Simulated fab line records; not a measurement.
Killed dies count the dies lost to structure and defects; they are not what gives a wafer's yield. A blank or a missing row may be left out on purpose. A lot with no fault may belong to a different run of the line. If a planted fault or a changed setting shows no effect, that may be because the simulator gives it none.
Matching of chambers | flow sky130 | 4 sister chambers for SKY_VIA1_CMP_02 on cmp-01
The step polishes SiO2. 4 wafers are shown with their chamber, then 7 later ones without.

## WAFERS PAIRED WITH THEIR CHAMBERS
wafer  | chamber | motor-current-A (A)
L157.3 | 1       | 12.7
L157.6 | 3       | 12.2
L166.2 | 0       | 11.4
L166.3 | 2       | 11.8

## WAFERS MISSING THEIR CHAMBER
wafer  | motor-current-A (A)
L166.4 | 12.6
L167.2 | 11.7
L167.3 | 11.7
L167.4 | 12.8
L168.2 | 11.2
L168.4 | 12.3
L168.6 | 11.8

## THE CHAMBER EACH PASSED THROUGH
wafer  | from the rows above     | in truth
L166.4 | 1                       | 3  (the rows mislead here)
L167.2 | can't be placed: 2 or 0 | 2
L167.3 | can't be placed: 2 or 0 | 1
L167.4 | 1                       | 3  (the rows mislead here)
L168.2 | 0                       | 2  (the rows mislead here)
L168.4 | 3                       | 3
L168.6 | 2                       | 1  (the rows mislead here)
Correct placement for 1 of the 7. Can't be placed from these rows: 2 (the true chamber is among the candidates in 1). Number placed wrongly: 4.
How it was worked out, from the rows above alone: a wafer's distance from a chamber is the root of the sum, over the readings, of the square of ((its reading less the chamber's mean) divided by the reading's scatter). If the next closest chamber is less than 2 further off than the closest, the wafer can't be placed; otherwise it belongs to the closest. The mean given for a chamber averages the wafers shown for that chamber. The scatter: root of mean squared gap, hidden wafer to nearest shown wafer, with one shown wafer a chamber.
